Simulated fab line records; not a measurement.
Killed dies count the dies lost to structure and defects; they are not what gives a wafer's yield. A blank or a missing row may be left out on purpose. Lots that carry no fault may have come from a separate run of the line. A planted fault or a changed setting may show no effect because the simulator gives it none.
Code-filled problem report in 8D (eight disciplines) form | flow sfqLine | the parts of the form that need people (team, actions taken, sign-off) are left out

== 1. THE PROBLEM ==
At SFQ_TRILAYER_I1_VIA_ETCH_VIA_ETCH_052, oesProductAu averages 0.375 a.u. over 9 wafers from 3 lots, while fault-free wafers read 0.854 a.u., standard deviation 0.0053. Measured from the usual mean, that is -90 standard deviations.
The step: etches SiO2 in CHF3, stops on Nb, target depth 260 nm.
First seen on wafer L974.2, day 19 14:16, on rieDiel-02. Wafers with a number at this step in the record: 45, from 15 lots. The rule behind "out" and "out of limits": a value lying over 4 standard deviations away from the usual mean. The rest of the wafers with a number are treated as sound.

== 2. WHAT IT IS, AND WHAT IT ISN'T ==
question                    | is                     | is not
which readings at this step | oesProductAu           | drypumpMotorCurrentA
which lots                  | L974, L975, L976       | L967, L968, L969, L973, L979, L980, L982, L983, L984, L985, L987, L988
which wafers of those lots  | all that have a number | -
read on which tools         | rieDiel-02, rieDiel-03 | rieDiel-01
when                        | from day 19 14:16      | up to then (12 sound wafers); but 24 sound wafers of L979, L980, L982, L983, L984, L985, L987, L988 came after

== 3. SUSPECTS, AND WHAT RULES EACH OUT ==
Counting: a tool at any process step up to the reading remains a suspect when it ran all the lots that are out and ran no sound lot after the first of those.
- pecvd-03 at SFQ_TRILAYER_I1_DEP_PECVD_045 (deposits SiO2 from SiH4/N2O, time 111.11 s, target thk 500 nm): ruled out as a lasting fault. Sound lots L983, L985, L987 ran on it after its first lot that is out, L974 (day 18 16:54).
Left after counting: nothing in the record.

== 4. THE CAUSE (what the simulator had put in) ==
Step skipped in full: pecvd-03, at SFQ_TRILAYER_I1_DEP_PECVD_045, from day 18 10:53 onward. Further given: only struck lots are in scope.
The count ruled it out by mistake, since the rule takes a fault to strike every lot its tool runs from the start of the fault on, and this one did not do so.

== 5. SEQUENCE OF EFFECTS, ordered by route ==
Each row: a reading whose mean over the struck wafers that have a number lies more than 3 standard deviations from the usual. Readings are gone through only where the record gives a usual standard deviation; hours: the median, over the lots, of the time from a lot's start at the first step in this table giving one to that lot's start at this step; sigmas: the change measured in usual standard deviations.
hours | step                                  | reading      | usual      | on struck wafers | change | sigmas
0     | SFQ_TRILAYER_I1_VIA_ETCH_VIA_ETCH_052 | oesProductAu | 0.854 a.u. | 0.375            | -0.479 | -90
It contains these process steps:
- SFQ_TRILAYER_I1_VIA_ETCH_VIA_ETCH_052: etches SiO2 in CHF3, stops on Nb, target depth 260 nm.
Readings that are blank on the struck wafers while sound wafers have them: chamberPressureTorr at SFQ_TRILAYER_I1_DEP_PECVD_045; heaterPowerOuterW at SFQ_TRILAYER_I1_DEP_PECVD_045; heaterPowerW at SFQ_TRILAYER_I1_DEP_PECVD_045; showerheadVppV at SFQ_TRILAYER_I1_DEP_PECVD_045; throttleValvePct at SFQ_TRILAYER_I1_DEP_PECVD_045; exposureDoseMJCm2 at SFQ_TRILAYER_M2_LITHO_EXPOSE_058; focusOffsetNm at SFQ_TRILAYER_M2_LITHO_EXPOSE_058.

== 6. HOW IT WOULD HAVE BEEN CAUGHT EARLIER ==
First out-of-limits reading in this record: day 19 14:16, which is 27 hours after fault onset at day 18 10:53.
At SFQ_TRILAYER_I1_DEP_PECVD_045 the tool's readings are blank on the struck wafers, where sound wafers have them: an empty tool record is the first sign, and it was there at once.
